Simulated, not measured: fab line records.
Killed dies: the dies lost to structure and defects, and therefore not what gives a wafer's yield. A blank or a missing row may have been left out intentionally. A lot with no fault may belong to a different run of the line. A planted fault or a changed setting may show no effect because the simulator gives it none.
Which tool did it? -- flow sfq_line -- route of 325 steps, sampled at 1 step: 7 lots, 21 wafers

## WHAT THE GAUGES SHOWED, per wafer
SFQ_M6_OVL_MEAS_940.
lot,measured,on,M6_OVL (nm)
L407,day 64 00:41,overlay-02,-4 1 1
L409,day 64 05:29,overlay-02,1 -3 -2
L411,day 69 07:26,overlay-01,-9 -5 -1
L413,day 70 12:14,overlay-02,1 -1 1
L415,day 71 09:58,overlay-02,-2 -2 -3
L418,day 71 17:10,overlay-01,-3 -2 -5
L425,day 72 11:17,overlay-02,-7 -2 -1

## EACH LOT AND THE TOOL THAT RAN IT (in order: tool; ch and the chambers of the sampled wafers; start)
Record: no process step prior to these readings.

## THE ANSWER, worked out from the rows above alone
Rule: the lots themselves supply what counts as usual. Put in order of their means at a reading, lots are off if they are a third of the lots or fewer, leave a main group of 4 or more, and stand apart from it by a gap of 3 or more times the standard deviation of the main group's means; of several such gaps the widest counts. A main group whose means are all the same, to the digits that the tables above print for the reading, isn't used. Also off: a lot with no number at a reading for which 4 or more lots have one. Where the step has rows for the other lots, those lots are counted as sound.
Across all readings shown, no lot is off: no conclusion can be drawn from this.

## WHAT THE SIMULATOR PUT IN
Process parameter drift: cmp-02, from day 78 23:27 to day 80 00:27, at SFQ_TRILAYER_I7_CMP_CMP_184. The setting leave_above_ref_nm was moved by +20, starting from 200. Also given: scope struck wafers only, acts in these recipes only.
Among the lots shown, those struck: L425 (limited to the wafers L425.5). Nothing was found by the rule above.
